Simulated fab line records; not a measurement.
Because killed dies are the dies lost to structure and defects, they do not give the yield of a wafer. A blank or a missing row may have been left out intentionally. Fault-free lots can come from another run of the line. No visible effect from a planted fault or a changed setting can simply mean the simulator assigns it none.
Matching of chambers    flow sky130    SKY_VIA3_HDPCVD_00 on hdpcvd-01 has 3 sister chambers
The step deposits SiO2, target thk 1635 nm, time 272.5 s. 5 wafers are shown with their chamber, then 7 later ones without.

WAFERS, EACH WITH ITS CHAMBER
wafer   chamber  run length s (s)
L330.5  2        300.2
L334.5  1        300.7
L334.6  0        299.4
L335.2  0        299.0
L335.5  2        300.0

WAFERS WITHOUT THEIR CHAMBER
wafer   run length s (s)
L335.6  301.1
L336.2  301.4
L336.3  300.3
L336.6  301.0
L340.1  299.0
L340.3  300.2
L340.5  299.4

EACH ONE'S CHAMBER
wafer   from the rows above      in truth
L335.6  1                        1
L336.2  1                        1
L336.3  can't be placed: 2 or 1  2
L336.6  1                        1
L340.1  0                        0
L340.3  can't be placed: 2 or 1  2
L340.5  0                        0
Correctly placed: 5 of 7. Cannot be placed on the basis of these rows: 2; the candidates contain the true chamber in 2. 0 placed wrongly.
How it was worked out, from the rows above alone: a wafer's distance from a chamber is the root of the sum, over the readings, of the square of ((its reading less the chamber's mean) divided by the reading's scatter). The wafer belongs to the nearest chamber; if the next one is less than 2 further off, it can't be placed. Each chamber's mean is taken over the wafers shown for it. The scatter is the square root of a quotient: the sum, over the shown wafers, of each reading's squared deviation from its chamber's mean, divided by wafers minus chambers.
